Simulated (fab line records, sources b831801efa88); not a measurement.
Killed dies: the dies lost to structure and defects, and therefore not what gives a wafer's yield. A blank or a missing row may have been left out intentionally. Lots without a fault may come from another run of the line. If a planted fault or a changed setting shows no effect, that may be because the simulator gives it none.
Chamber matching    flow sky130    SKY_VIA1_CMP_02 on cmp-02: 4 sister chambers
The step polishes SiO2. 16 wafers are shown with their chamber, then 7 later ones without.

WAFERS, EACH WITH ITS CHAMBER
wafer   chamber  motorCurrentA (A)  retainingRingPressureFrac
L431.1  2        14.6               0.999
L431.3  1        12.6               0.998
L431.4  3        11.7               1.007
L432.1  0        13.3               1.002
L432.2  1        12.5               0.996
L432.6  0        13.4               1.002
L436.1  1        12.7               0.993
L436.4  0        13.3               0.992
L436.6  2        14.5               0.994
L438.4  3        11.7               1.003
L438.5  1        13.0               0.992
L438.6  0        12.9               1.003
L439.1  0        14.0               0.990
L439.2  1        13.2               1.002
L439.4  2        14.2               1.000
L440.1  1        12.8               1.008

SIGNATURES (means of the wafers above)
reading                    chamber 0  chamber 1  chamber 2  chamber 3  scatter within a chamber
motorCurrentA              13.380     12.800     14.433     11.700     0.296
retainingRingPressureFrac  0.99780    0.99817    0.99767    1.00500    0.00552
Rule: distance of a wafer from a chamber = root of the sum over the readings of ((wafer's reading minus chamber's mean) / reading's scatter) squared. The wafer belongs to the nearest chamber; if the next one is less than 2 further off, it can't be placed. The scatter: the root of (the sum of the squares of (reading less its chamber's mean) over the shown wafers, divided by (wafers less chambers)).

WAFERS WITH NO CHAMBER GIVEN
wafer   motorCurrentA (A)  retainingRingPressureFrac
L440.2  11.4               1.007
L440.3  13.0               0.999
L441.1  12.1               1.008
L441.3  13.7               0.999
L441.5  13.2               1.000
L442.3  12.2               0.993
L442.6  11.8               0.995

WHICH CHAMBER EACH ONE RAN IN
wafer   from the rows above           in truth
L440.2  3                             3
L440.3  can't be placed: 1 or 0       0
L441.1  can't be placed: 3 or 1       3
L441.3  can't be placed: 0 or 2 or 1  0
L441.5  can't be placed: 0 or 1       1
L442.3  can't be placed: 1 or 3 or 0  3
L442.6  can't be placed: 3 or 1       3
Correct placement for 1 of the 7. Not placeable from these rows: 6 (in 6, the candidates include the true chamber). Number placed wrongly: 0.
